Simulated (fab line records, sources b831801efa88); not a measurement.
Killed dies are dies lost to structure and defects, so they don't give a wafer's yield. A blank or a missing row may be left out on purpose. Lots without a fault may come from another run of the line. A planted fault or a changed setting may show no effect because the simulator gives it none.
Problem report in the 8D (eight disciplines) form, filled by code | flow sky130 | the parts of the form that need people (team, actions taken, sign-off) are left out

1. THE PROBLEM
VIA3_HDPCVD_THK at SKY_VIA3_THK_MEAS_01 reads a mean of 2271 nm on 3 wafers of 2 lots; wafers without a fault read 1634 nm with a standard deviation of 24. That is +27 standard deviations from the usual mean.
First seen on wafer L157.2, day 43 10:41, on film_metro-03. The record holds 38 wafers of 13 lots with a number at this step. Rule for "out", or "out of limits": more than 4 standard deviations from the usual mean. The other wafers with a number count as sound.

2. WHAT IT IS AND WHAT IT IS NOT
question                    | is                     | is not
which readings at this step | VIA3_HDPCVD_THK        | -
which lots                  | L157, L160             | L141, L143, L144, L145, L146, L147, L149, L150, L151, L152, L163
which wafers of those lots  | L157.2, L157.5, L160.5 | L160.1, L160.6
read on which gauges        | film_metro-03          | film_metro-02, film_metro-04
when                        | from day 43 10:41      | up to then (30 sound wafers); but 5 sound wafers of L160, L163 came after

3. SUSPECTS, AND WHAT RULES EACH OUT
Counting: a tool at a process step up to the reading stays a suspect if it ran every lot that is out. Sound lots after the first of them don't rule it out here, since some wafers of a struck lot are sound.
- the gauge at SKY_VIA3_THK_MEAS_01: kept. All the wafers that are out were read on film_metro-03, and no step on other tools shows them out.
- hdpcvd-02 at SKY_VIA3_HDPCVD_00 (deposits SiO2, target thk 1635 nm, time 272.5 s): kept. It ran every lot that is out, first L157 (day 43 10:31); its last sound lot up to then is L152 (day 42 01:07).
Left after counting: hdpcvd-02 at SKY_VIA3_HDPCVD_00, film_metro-03 at SKY_VIA3_THK_MEAS_01.

4. THE CAUSE (what the simulator had put in)
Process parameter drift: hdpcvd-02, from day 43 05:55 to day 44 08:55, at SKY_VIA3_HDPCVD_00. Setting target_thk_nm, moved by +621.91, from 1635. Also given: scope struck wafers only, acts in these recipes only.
Counting left 2 suspects, and this tool is among them.

5. THE CHAIN OF EFFECTS, in route order
Each row: a reading whose mean over the struck wafers that have a number lies more than 3 standard deviations from the usual. Only readings for which the record gives a usual standard deviation are gone through. hours: the time from each lot's start at the first step in this table that gives one to its start at this step, as a median over the lots. sigmas: the change in usual standard deviations.
hours | step                 | reading         | usual   | on struck wafers | change | sigmas
0     | SKY_VIA3_THK_MEAS_01 | VIA3_HDPCVD_THK | 1634 nm | 2271             | +637   | +27
Later measuring or inspecting steps at which every struck wafer that the step has a row for has a number for every such reading, and none has moved that far: SKY_CAP2M_OVL_MEAS_12.

6. WHAT WOULD HAVE CAUGHT IT SOONER
In this record the first reading out of limits at a measuring or inspecting step was taken at day 43 10:41, 5 hours after the fault began at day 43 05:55.
Of the lots that are out (2), L160 began SKY_VIA3_HDPCVD_00 on hdpcvd-02 after day 43 10:41. A hold on the tool at that time would have spared it.
